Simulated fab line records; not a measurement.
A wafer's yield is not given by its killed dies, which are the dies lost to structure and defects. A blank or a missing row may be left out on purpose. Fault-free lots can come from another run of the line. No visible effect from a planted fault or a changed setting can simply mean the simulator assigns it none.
Which tool is to blame? + flow gf180mcu + 13 lots with 38 wafers sampled at 5 steps, on a route of 602 steps

## WHAT THE GAUGES READ, wafer by wafer
GF_NSD_CD_MEAS_07: target cd 400 nm. Usual: cd nm reads 400.6 nm (standard deviation 2.1).
| lot  | measured     | on        | cd nm (nm)        | flag |
|------|--------------|-----------|-------------------|------|
| L366 | day 13 08:19 | cd sem-02 | 403.0 403.0 400.6 |      |
| L367 | day 13 17:24 | cd sem-01 | 400.6 400.2 398.2 |      |
| L369 | day 14 04:25 | cd sem-02 | 403.5 403.7 401.9 |      |
| L370 | day 14 17:58 | cd sem-02 | 398.9 401.7 401.9 |      |
| L372 | day 15 06:03 | cd sem-02 | 397.1 398.0 398.0 |      |
| L374 | day 16 08:22 | cd sem-01 | 315.7 398.8 401.5 | OFF  |
| L376 | day 16 19:05 | cd sem-02 | 397.0 312.9       | OFF  |
| L378 | day 17 15:31 | cd sem-02 | 315.8 400.5 402.8 | OFF  |
| L384 | day 19 11:37 | cd sem-02 | 400.4 401.2 400.0 |      |
| L386 | day 20 08:52 | cd sem-01 | 399.2 400.0 399.7 |      |
| L387 | day 20 14:16 | cd sem-01 | 398.6 400.0 400.8 |      |
| L388 | day 20 20:04 | cd sem-01 | 402.4 404.7 403.0 |      |
| L389 | day 21 05:12 | cd sem-01 | 397.8 395.6 398.5 |      |

GF_SAB_OVL_MEAS_10. Usual: for SAB_OVL the level is -1.1 nm and the standard deviation is 1.4.
| lot  | measured     | on         | SAB_OVL (nm)   | flag |
|------|--------------|------------|----------------|------|
| L366 | day 15 02:23 | overlay-02 | -2.2 -2.0 -3.7 |      |
| L367 | day 15 11:50 | overlay-02 | 1.0 0.7 2.7    |      |
| L369 | day 16 04:47 | overlay-02 | 0.0 0.3 1.3    |      |
| L370 | day 16 14:50 | overlay-02 | -0.1 0.9 -1.8  |      |
| L372 | day 17 03:16 | overlay-01 | 1.0 -0.5 0.3   |      |
| L374 | day 18 08:11 | overlay-02 | -0.8 -3.1 -2.8 |      |
| L376 | day 18 18:20 | overlay-01 | -1.0 -0.4      |      |
| L378 | day 19 16:38 | overlay-02 | -0.7 -1.8 -0.1 |      |
| L384 | day 21 12:50 | overlay-01 | -1.9 -3.5 -3.9 |      |
| L386 | day 22 09:08 | overlay-01 | -0.9 -1.7 -0.1 |      |
| L387 | day 22 14:50 | overlay-02 | -1.0 -1.6 -1.9 |      |
| L388 | day 22 20:47 | overlay-02 | 1.2 -0.1 -0.2  |      |
| L389 | day 23 05:29 | overlay-02 | -1.3 -2.3 -1.8 |      |

GF_PASSIVATION_BOW_MEAS_14. Usual: for PASSIVATION_BOW the level is 134 um and the standard deviation is 11.
| lot  | measured     | on            | PASSIVATION_BOW (um) | flag |
|------|--------------|---------------|----------------------|------|
| L366 | day 28 22:53 | film metro-02 | 131 137 133          |      |
| L367 | day 29 10:29 | film metro-02 | 147 156 144          |      |
| L369 | day 29 23:23 | film metro-01 | 126 133 131          |      |
| L370 | day 30 10:02 | film metro-02 | 121 135 131          |      |
| L372 | day 30 18:37 | film metro-04 | 139 141 159          |      |
| L374 | day 31 15:38 | film metro-04 | 136 157 140          |      |
| L376 | day 31 23:48 | film metro-01 | 127 136              |      |
| L378 | day 32 15:38 | film metro-01 | 120 114 118          |      |
| L384 | day 33 20:59 | film metro-04 | 128 128 122          |      |
| L386 | day 34 10:02 | film metro-01 | 135 125 137          |      |
| L387 | day 34 13:29 | film metro-02 | 155 159 160          |      |
| L388 | day 34 18:38 | film metro-04 | 125 142 128          |      |
| L389 | day 34 23:49 | film metro-02 | 131 128 135          |      |

## TOOL THAT RAN EACH LOT (tool first, then ch and the chambers of the sampled wafers, then the start)
| lot  | GF_NSD_DEVELOP_06                 | GF_MIM_STRIP_20                      |
|------|-----------------------------------|--------------------------------------|
| L366 | litho track-03 ch 0, day 13 08:10 | plasma asher-01 ch 0,1, day 25 08:32 |
| L367 | litho track-03 ch 0, day 13 17:16 | plasma asher-01 ch 0,1, day 25 19:26 |
| L369 | litho track-02 ch 0, day 14 04:16 | plasma asher-04 ch 0,1, day 26 10:47 |
| L370 | litho track-03 ch 0, day 14 17:49 | plasma asher-01 ch 0, day 26 21:11   |
| L372 | litho track-01 ch 0, day 15 05:55 | plasma asher-02 ch 0,1, day 27 07:46 |
| L374 | litho track-03 ch 0, day 16 08:13 | plasma asher-01 ch 0,1, day 28 07:35 |
| L376 | litho track-03 ch 0, day 16 18:56 | plasma asher-04 ch 1, day 28 16:14   |
| L378 | litho track-03 ch 0, day 17 15:22 | plasma asher-01 ch 0,1, day 29 10:38 |
| L384 | litho track-02 ch 0, day 19 11:28 | plasma asher-02 ch 0,1, day 30 20:38 |
| L386 | litho track-01 ch 0, day 20 08:43 | plasma asher-01 ch 0,1, day 31 11:14 |
| L387 | litho track-01 ch 0, day 20 14:07 | plasma asher-02 ch 0,1, day 31 16:20 |
| L388 | litho track-02 ch 0, day 20 19:55 | plasma asher-02 ch 0, day 31 20:41   |
| L389 | litho track-01 ch 0, day 21 05:04 | plasma asher-01 ch 0,1, day 32 03:16 |
- GF_NSD_DEVELOP_06: develop time 60 s.
- GF_MIM_STRIP_20: strips in O2/N2.

## WHAT THE TOOLS THEMSELVES READ (means of the sampled wafers that have a number; where no wafer has one, the mark that the record gives instead)
GF_NSD_DEVELOP_06. Usual: exhaust pa 44.9 Pa, standard deviation 0.95; resist line temp C 22.99 C, standard deviation 0.096.
| lot  | tool           | exhaust pa (Pa) | resist line temp C (C) | flag |
|------|----------------|-----------------|------------------------|------|
| L366 | litho track-03 | 46.0            | 22.95                  |      |
| L367 | litho track-03 | 44.2            | 23.03                  |      |
| L369 | litho track-02 | 44.6            | 23.05                  |      |
| L370 | litho track-03 | 44.7            | 22.99                  |      |
| L372 | litho track-01 | 46.0            | 22.98                  |      |
| L374 | litho track-03 | 44.6            | 22.86                  |      |
| L376 | litho track-03 | 46.6            | 23.02                  |      |
| L378 | litho track-03 | 44.4            | 22.92                  |      |
| L384 | litho track-02 | 44.1            | 22.86                  |      |
| L386 | litho track-01 | 43.4            | 22.99                  |      |
| L387 | litho track-01 | 44.3            | 22.96                  |      |
| L388 | litho track-02 | 46.1            | 22.99                  |      |
| L389 | litho track-01 | 43.7            | 22.91                  |      |

GF_MIM_STRIP_20. Usual: drypump motor current A 5.8 A, standard deviation 0.32; heater power w 350 W, standard deviation 29; n2 flow sccm 300.0 sccm, standard deviation 1; oes product au 0.692 a.u., standard deviation 0.0047; strip time to endpoint s 11.22 s, standard deviation 0.038.
| lot  | tool            | drypump motor current A (A) | heater power w (W) | n2 flow sccm (sccm) | oes product au (a.u.) | strip time to endpoint s (s) | flag |
|------|-----------------|-----------------------------|--------------------|---------------------|-----------------------|------------------------------|------|
| L366 | plasma asher-01 | 5.8                         | 347                | 299.2               | 0.690                 | 11.20                        |      |
| L367 | plasma asher-01 | 5.8                         | 331                | 300.0               | 0.692                 | 11.21                        |      |
| L369 | plasma asher-04 | 5.7                         | 385                | 301.1               | 0.692                 | 11.24                        |      |
| L370 | plasma asher-01 | 6.0                         | 308                | 300.2               | 0.693                 | 11.23                        |      |
| L372 | plasma asher-02 | 6.1                         | 329                | 300.0               | 0.695                 | 11.30                        |      |
| L374 | plasma asher-01 | 5.9                         | 328                | 300.8               | 0.691                 | 11.24                        |      |
| L376 | plasma asher-04 | 5.2                         | 362                | 299.0               | 0.689                 | 11.22                        |      |
| L378 | plasma asher-01 | 5.8                         | 324                | 299.1               | 0.692                 | 11.19                        |      |
| L384 | plasma asher-02 | 6.1                         | 331                | 300.0               | 0.690                 | 11.17                        |      |
| L386 | plasma asher-01 | 5.7                         | 347                | 299.6               | 0.686                 | 11.24                        |      |
| L387 | plasma asher-02 | 5.9                         | 336                | 299.6               | 0.690                 | 11.22                        |      |
| L388 | plasma asher-02 | 6.4                         | 314                | 299.8               | 0.694                 | 11.21                        |      |
| L389 | plasma asher-01 | 5.9                         | 343                | 298.3               | 0.690                 | 11.16                        |      |

## THE ANSWER, worked out from the rows above alone
Rule: a lot counts as off when the mean over its wafers that have a number is more than 3 standard deviations away from the usual mean. A lot without any number at a reading at which 4 lots or more have one is off too. Any other lot the step has rows for is counted as sound. Order of review: gauges by route order, followed by the tools' own readings, for which a lot's mean as printed above is used. At the first step where some lot is off, the reading lying furthest off is the one used; lots without a number count as furthest.
Off, at GF_NSD_CD_MEAS_07 on cd nm: L374, L376, L378.
A tool fits if, at a process step before that reading, it ran every lot that is off, and no sound lot after the first of them. Gauges at GF_NSD_CD_MEAS_07: tried the same way as those tools. One fits: GF_NSD_DEVELOP_06 on litho track-03. Its last sound lot is L370 (day 14 17:49), its first lot that is off L374 (day 16 08:13): a fault that began between those two fits.

## WHAT THE SIMULATOR HAD PUT IN
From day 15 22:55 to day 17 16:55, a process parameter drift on litho track-03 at GF_NSD_DEVELOP_06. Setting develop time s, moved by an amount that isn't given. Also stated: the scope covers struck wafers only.
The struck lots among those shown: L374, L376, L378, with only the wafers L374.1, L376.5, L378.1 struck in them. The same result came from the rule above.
